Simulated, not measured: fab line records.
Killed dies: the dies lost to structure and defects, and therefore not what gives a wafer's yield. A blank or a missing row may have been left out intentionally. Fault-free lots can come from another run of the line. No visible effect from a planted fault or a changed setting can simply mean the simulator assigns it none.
Chamber matching    flow sky130    SKY_CONTACT_CMP_04 on cmp-02 has 4 sister chambers
The step polishes SiO2. 4 wafers are shown with their chamber, then 11 later ones without.

== EACH WAFER AND ITS CHAMBER ==
wafer   chamber  motor_current_A (A)
L085.1  0        14.0
L086.1  2        9.6
L086.4  1        10.7
L088.1  3        10.9

== WAFERS WITH NO CHAMBER GIVEN ==
wafer   motor_current_A (A)
L088.3  10.5
L088.4  9.7
L092.1  11.4
L092.3  10.0
L092.5  10.2
L094.3  13.6
L094.5  13.8
L094.6  10.6
L095.2  10.7
L095.4  14.2
L095.6  14.5

== THE CHAMBER EACH PASSED THROUGH ==
wafer   from the rows above           in truth
L088.3  can't be placed: 1 or 3       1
L088.4  2                             2
L092.1  can't be placed: 3 or 1       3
L092.3  can't be placed: 2 or 1 or 3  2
L092.5  can't be placed: 1 or 2 or 3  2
L094.3  0                             0
L094.5  0                             0
L094.6  can't be placed: 1 or 3       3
L095.2  can't be placed: 1 or 3       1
L095.4  0                             0
L095.6  0                             0
5 of 11 placed correctly. Unplaceable from these rows: 6, with the true chamber sitting among the candidates in 6. 0 placed wrongly.
How it was worked out, from the rows above alone: a wafer's distance from a chamber is the root of the sum, over the readings, of the square of ((its reading less the chamber's mean) divided by the reading's scatter). If the next closest chamber is less than 2 further off than the closest, the wafer can't be placed; otherwise it belongs to the closest. A chamber's mean is the mean of its shown wafers. The scatter (one wafer shown for each chamber): square how far every hidden wafer sits from the nearest shown wafer, average those squares and take the square root.
